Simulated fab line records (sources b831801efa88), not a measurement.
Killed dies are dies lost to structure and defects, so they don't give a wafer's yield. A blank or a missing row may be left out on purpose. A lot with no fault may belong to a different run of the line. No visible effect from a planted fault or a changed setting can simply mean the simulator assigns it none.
Matching of chambers | flow gf180mcu | rieDiel-04 running GF_V3_ETCH_16: 4 sister chambers
The step etches BARC in N2/H2. 18 wafers are shown with their chamber, then 9 later ones without.

== WAFERS PAIRED WITH THEIR CHAMBERS ==
wafer  | chamber | drypumpMotorCurrentA (A) | oesProductAu (a.u.) | throttleValvePct (%)
L074.4 | 3       | 5.5                      | 0.863               | 13.226
L074.5 | 3       | 5.5                      | 0.852               | 13.237
L074.6 | 2       | 5.5                      | 0.866               | 13.231
L076.1 | 0       | 6.8                      | 0.856               | 13.225
L076.4 | 0       | 6.8                      | 0.857               | 13.227
L076.5 | 2       | 5.5                      | 0.861               | 13.201
L082.1 | 1       | 5.6                      | 0.853               | 13.229
L082.3 | 3       | 5.5                      | 0.852               | 13.233
L082.6 | 3       | 5.5                      | 0.854               | 13.222
L083.2 | 1       | 5.5                      | 0.862               | 13.217
L083.5 | 1       | 5.5                      | 0.858               | 13.230
L083.6 | 0       | 6.7                      | 0.854               | 13.212
L087.1 | 3       | 5.5                      | 0.854               | 13.225
L087.4 | 0       | 6.7                      | 0.854               | 13.217
L087.5 | 3       | 5.5                      | 0.849               | 13.230
L088.1 | 3       | 5.5                      | 0.848               | 13.230
L088.3 | 2       | 5.5                      | 0.861               | 13.222
L088.4 | 0       | 6.7                      | 0.849               | 13.225

SIGNATURES (means of the wafers above)
reading              | chamber 0 | chamber 1 | chamber 2 | chamber 3 | scatter within a chamber
drypumpMotorCurrentA | 6.740     | 5.533     | 5.500     | 5.500     | 0.0365
oesProductAu         | 0.85400   | 0.85767   | 0.86267   | 0.85314   | 0.00414
throttleValvePct     | 13.22120  | 13.22533  | 13.21800  | 13.22900  | 0.00802
Rule: distance of a wafer from a chamber = root of the sum over the readings of ((wafer's reading minus chamber's mean) / reading's scatter) squared. If the next closest chamber is less than 2 further off than the closest, the wafer can't be placed; otherwise it belongs to the closest. The scatter is the square root of a quotient: the sum, over the shown wafers, of each reading's squared deviation from its chamber's mean, divided by wafers minus chambers.

== WAFERS WITHOUT THEIR CHAMBER ==
wafer  | drypumpMotorCurrentA (A) | oesProductAu (a.u.) | throttleValvePct (%)
L095.4 | 6.7                      | 0.850               | 13.203
L095.5 | 5.5                      | 0.852               | 13.225
L095.6 | 6.7                      | 0.857               | 13.220
L096.4 | 5.5                      | 0.863               | 13.224
L096.5 | 5.5                      | 0.845               | 13.213
L096.6 | 6.7                      | 0.856               | 13.230
L097.1 | 6.7                      | 0.850               | 13.226
L097.4 | 5.5                      | 0.859               | 13.219
L097.5 | 6.8                      | 0.865               | 13.224

== CHAMBER TAKEN BY EACH ==
wafer  | from the rows above          | in truth
L095.4 | 0                            | 0
L095.5 | can't be placed: 3 or 1      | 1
L095.6 | 0                            | 0
L096.4 | can't be placed: 2 or 1 or 3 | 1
L096.5 | can't be placed: 3 or 1 or 2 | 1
L096.6 | 0                            | 0
L097.1 | 0                            | 0
L097.4 | can't be placed: 2 or 1 or 3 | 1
L097.5 | 0                            | 0
5 of 9 placed correctly. Not placeable from these rows: 4 (in 4, the candidates include the true chamber). Placed wrongly: 0.
